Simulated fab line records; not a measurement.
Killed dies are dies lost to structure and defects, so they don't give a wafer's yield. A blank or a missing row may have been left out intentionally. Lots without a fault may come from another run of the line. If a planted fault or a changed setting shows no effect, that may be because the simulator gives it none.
Chamber matching	flow sky130	SKY_METAL4_ETCH_17 on rie_diel-01 has 4 sister chambers
The step etches SiO2 in C4F8/O2/Ar, stops on TiN, time 3.9 s, target depth 15 nm. 15 wafers are shown with their chamber, then 7 later ones without.

== WAFERS WITH THEIR CHAMBER ==
wafer	chamber	oes_product_au (a.u.)
L492.1	1	0.753
L492.2	2	0.747
L492.6	0	0.755
L494.3	0	0.748
L494.4	0	0.763
L494.5	3	0.751
L496.1	0	0.749
L496.2	3	0.765
L496.3	2	0.754
L498.1	0	0.757
L498.2	1	0.750
L498.5	0	0.752
L499.2	2	0.744
L499.5	0	0.757
L499.6	1	0.760

SIGNATURES (means of the wafers above)
reading	chamber 0	chamber 1	chamber 2	chamber 3	scatter within a chamber
oes_product_au	0.75443	0.75433	0.74833	0.75800	0.00578
Rule: for each reading, subtract the chamber's mean from the wafer's reading, divide by that reading's scatter and square the result; add these up over the readings and take the root, which gives the wafer's distance from the chamber. If the next closest chamber is less than 2 further off than the closest, the wafer can't be placed; otherwise it belongs to the closest. The scatter: the root of (the sum of the squares of (reading less its chamber's mean) over the shown wafers, divided by (wafers less chambers)).

== WAFERS WHOSE CHAMBER IS MISSING ==
wafer	oes_product_au (a.u.)
L504.2	0.763
L504.6	0.759
L506.2	0.757
L506.6	0.768
L514.1	0.750
L514.2	0.743
L514.5	0.763

== WHICH CHAMBER EACH ONE RAN IN ==
wafer	from the rows above	in truth
L504.2	can't be placed: 3 or 0 or 1 or 2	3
L504.6	can't be placed: 3 or 0 or 1 or 2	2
L506.2	can't be placed: 3 or 0 or 1 or 2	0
L506.6	can't be placed: 3 or 0 or 1 or 2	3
L514.1	can't be placed: 2 or 1 or 0 or 3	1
L514.2	can't be placed: 2 or 1 or 0 or 3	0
L514.5	can't be placed: 3 or 0 or 1 or 2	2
0 of 7 placed correctly. Not placeable from these rows: 7 (in 7, the candidates include the true chamber). 0 placed wrongly.
